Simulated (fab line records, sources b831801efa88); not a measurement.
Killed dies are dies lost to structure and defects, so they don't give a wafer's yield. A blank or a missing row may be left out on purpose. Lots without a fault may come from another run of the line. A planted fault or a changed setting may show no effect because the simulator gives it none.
Which tool did it? | flow gf180mcu | 11 lots, 33 wafers sampled, at 4 steps of a route of 602

WHAT THE GAUGES READ, wafer by wafer
GF_HV_LDD_TW_MEAS_23.
lot  | measured     | on            | HV_LDD_2_TW
L515 | day 10 13:58 | film_metro-04 | 1053 1051 1062
L518 | day 11 14:26 | film_metro-04 | 1048 1055 1058
L519 | day 11 15:02 | film_metro-01 | 1063 1059 1067
L523 | day 13 08:55 | film_metro-01 | 30 30 30
L524 | day 13 23:29 | film_metro-03 | 30 30 30
L531 | day 16 03:13 | film_metro-03 | 1061 1067 1065
L530 | day 16 05:50 | film_metro-04 | 1054 1055 1056
L532 | day 16 23:26 | film_metro-04 | 1058 1063 1054
L534 | day 17 04:53 | film_metro-03 | 1057 1050 1051
L537 | day 17 19:08 | film_metro-04 | 1050 1050 1052
L536 | day 17 19:48 | film_metro-04 | 1059 1059 1051

WHICH TOOL RAN EACH LOT (tool, then ch and the chambers of the sampled wafers, then the start)
lot  | GF_DUAL_GATE_STRIP_13                | GF_HV_LDD_STRIP_10                   | GF_HV_LDD_STRIP_22
L515 | plasma_asher-01 ch 0,1, day 8 02:49  | plasma_asher-01 ch 0,1, day 9 20:46  | plasma_asher-01 ch 0,1, day 10 13:52
L518 | plasma_asher-01 ch 0,1, day 8 23:18  | plasma_asher-04 ch 0,1, day 10 19:28 | plasma_asher-02 ch 0,1, day 11 14:19
L519 | plasma_asher-01 ch 0,1, day 9 03:31  | plasma_asher-04 ch 0,1, day 10 20:24 | plasma_asher-01 ch 0,1, day 11 14:57
L523 | plasma_asher-02 ch 0,1, day 10 17:44 | plasma_asher-04 ch 0,1, day 12 12:46 | plasma_asher-01 ch 0, day 13 08:49
L524 | plasma_asher-03 ch 0,1, day 11 06:20 | plasma_asher-01 ch 0,1, day 13 03:01 | plasma_asher-04 ch 0,1, day 13 23:22
L531 | plasma_asher-03 ch 0,1, day 13 04:17 | plasma_asher-04 ch 0,1, day 15 05:13 | plasma_asher-01 ch 0,1, day 16 03:07
L530 | plasma_asher-03 ch 0, day 13 06:08   | plasma_asher-01 ch 0,1, day 15 07:40 | plasma_asher-02 ch 1, day 16 05:43
L532 | plasma_asher-02 ch 0,1, day 13 23:32 | plasma_asher-04 ch 0, day 16 00:43   | plasma_asher-01 ch 0,1, day 16 23:19
L534 | plasma_asher-01 ch 0,1, day 14 08:11 | plasma_asher-04 ch 0,1, day 16 06:58 | plasma_asher-01 ch 0,1, day 17 04:46
L537 | plasma_asher-03 ch 0,1, day 14 14:11 | plasma_asher-02 ch 0,1, day 16 20:16 | plasma_asher-02 ch 0,1, day 17 19:01
L536 | plasma_asher-02 ch 0,1, day 14 17:19 | plasma_asher-01 ch 0,1, day 16 20:30 | plasma_asher-01 ch 0,1, day 17 19:42
- GF_DUAL_GATE_STRIP_13: strips in O2/N2.
- GF_HV_LDD_STRIP_10: strips in O2/N2.
- GF_HV_LDD_STRIP_22: strips in O2/N2.

THE ANSWER, worked out from the rows above alone
Rule: what is usual is taken from the lots themselves. Put in order of their means at a reading, lots are off if they are a third of the lots or fewer, leave a main group of 4 or more, and stand apart from it by a gap of 3 or more times the standard deviation of the main group's means; of several such gaps the widest counts. A main group whose means are all the same, to the digits that the tables above print for the reading, isn't used. A lot without any number at a reading at which 4 lots or more have one is off too. The other lots that the step has rows for count as sound.
Off: L523, L524, at GF_HV_LDD_TW_MEAS_23 (HV_LDD_2_TW). The main group: mean 1057, standard deviation 4.3.
A tool fits if, at a process step before that reading, it ran every lot that is off, and no sound lot after the first of them. The gauges at GF_HV_LDD_TW_MEAS_23 are tried like those tools. None of those tried fits.

WHAT THE SIMULATOR HAD PUT IN
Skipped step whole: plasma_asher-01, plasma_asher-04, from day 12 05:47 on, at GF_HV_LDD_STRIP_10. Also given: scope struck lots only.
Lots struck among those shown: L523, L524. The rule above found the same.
